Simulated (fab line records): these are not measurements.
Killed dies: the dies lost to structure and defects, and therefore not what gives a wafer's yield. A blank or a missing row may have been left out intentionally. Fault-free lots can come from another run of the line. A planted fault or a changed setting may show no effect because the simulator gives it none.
Split-lot trial + flow sky130 + route with 708 steps; 5 lots, 23 wafers read

== THE SPLIT ==
At SKY_LI_CONTACT_SPUTTER_20 (material TiN, target thk 20 nm, time 80 s), the setting timeS was moved away from the recipe's 80 s on 5 of the 23 wafers read, by +11.5% to +14.8%. All remaining wafers had this setting at the recipe value.

The split's own step is where the reading is taken.

== THE READING ==
TiN_of_LI_CONTACT_SPUTTER_20.thkNm (the simulator's own value, which no gauge read), in nm, at SKY_LI_CONTACT_SPUTTER_20 (material TiN, target thk 20 nm, time 80 s). The file does not state a usual value for it. Here, 18 wafers ran the recipe; their average is 19.94 nm with a standard deviation of 0.18 nm.

| wafer  | tool, chamber at the split | timeS as run, s | against the recipe | TiN_of_LI_CONTACT_SPUTTER_20.thkNm, nm | against lot-mates on the recipe |
|--------|----------------------------|-----------------|--------------------|----------------------------------------|---------------------------------|
| L074.1 | pvdSputter-04, -           | 80              | recipe             | 20.14                                  | -                               |
| L074.3 | pvdSputter-04, -           | 80              | recipe             | 20.02                                  | -                               |
| L074.4 | pvdSputter-04, -           | 80              | recipe             | 19.93                                  | -                               |
| L074.5 | pvdSputter-04, -           | 89.18           | +11.5%             | 22.32                                  | +2.29                           |
| L074.6 | pvdSputter-04, -           | 89.18           | +11.5%             | 22.48                                  | +2.45                           |
| L075.1 | pvdSputter-02, -           | 80              | recipe             | 19.98                                  | -                               |
| L075.3 | pvdSputter-02, -           | 80              | recipe             | 19.69                                  | -                               |
| L075.4 | pvdSputter-02, -           | 80              | recipe             | 19.57                                  | -                               |
| L075.5 | pvdSputter-02, -           | 80              | recipe             | 19.87                                  | -                               |
| L075.6 | pvdSputter-02, -           | 80              | recipe             | 20.05                                  | -                               |
| L078.2 | pvdSputter-02, -           | 91.85           | +14.8%             | 23.17                                  | +2.96                           |
| L078.3 | pvdSputter-02, -           | 80              | recipe             | 20.41                                  | -                               |
| L078.4 | pvdSputter-02, -           | 91.85           | +14.8%             | 23.22                                  | +3.01                           |
| L078.5 | pvdSputter-02, -           | 80              | recipe             | 20.01                                  | -                               |
| L078.6 | pvdSputter-02, -           | 91.85           | +14.8%             | 23.4                                   | +3.19                           |
| L079.1 | pvdSputter-04, -           | 80              | recipe             | 19.99                                  | -                               |
| L079.2 | pvdSputter-04, -           | 80              | recipe             | 19.91                                  | -                               |
| L079.3 | pvdSputter-04, -           | 80              | recipe             | 19.9                                   | -                               |
| L081.2 | pvdSputter-01, -           | 80              | recipe             | 20.07                                  | -                               |
| L081.3 | pvdSputter-01, -           | 80              | recipe             | 19.67                                  | -                               |
| L081.4 | pvdSputter-01, -           | 80              | recipe             | 19.82                                  | -                               |
| L081.5 | pvdSputter-01, -           | 80              | recipe             | 20.01                                  | -                               |
| L081.6 | pvdSputter-01, -           | 80              | recipe             | 19.94                                  | -                               |

FIT RESULTS
A straight line over all 23 wafers: TiN_of_LI_CONTACT_SPUTTER_20.thkNm changes by +0.221 nm for each +1% of timeS; r = +0.99; the points scatter about the line by 0.18 nm.
The same after taking each lot's own level away (the mean of its wafers on the recipe; 23 wafers): +0.206 nm for each +1%; r = +0.99; scatter 0.14 nm.
That fit puts the effect of the largest move of timeS on the reading at 3.1 nm.
Across the lots, their own levels run from 19.832 to 20.210 nm, a range of 2.1 times the standard deviation given above.
The two slopes are in agreement: the lot-to-lot level therefore moves the slope only a little.
Check: +3.08 nm against its lot-mates is what the line predicts for one of the wafers moved furthest among these (+14.8%) when that wafer is left out of the fit. Against them it came out at +2.96 nm.

== THE OTHER SPLITS THESE WAFERS WENT THROUGH ==
Other splits were also applied to these wafers ahead of the reading. Each is held against what the fit with the lots' levels taken away leaves over:
| other split on the same wafers  | wafers away from the commonest value | r with TiN_of_LI_CONTACT_SPUTTER_20.thkNm (lot level and that fit taken away) |
|---------------------------------|--------------------------------------|-------------------------------------------------------------------------------|
| SKY_SD_N_IMPLANT_09 energyKev   | 10                                   | +0.22                                                                         |
| SKY_LI_CONTACT_HDPCVD_00 timeS  | 6                                    | -0.05                                                                         |
| SKY_LI_CONTACT_SPUTTER_19 timeS | 11                                   | -0.26                                                                         |

== THE FILE'S OWN FIT ==
TiN_of_LI_CONTACT_SPUTTER_20.thkNm changes by +0.206 nm for each +1% of timeS, r = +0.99.
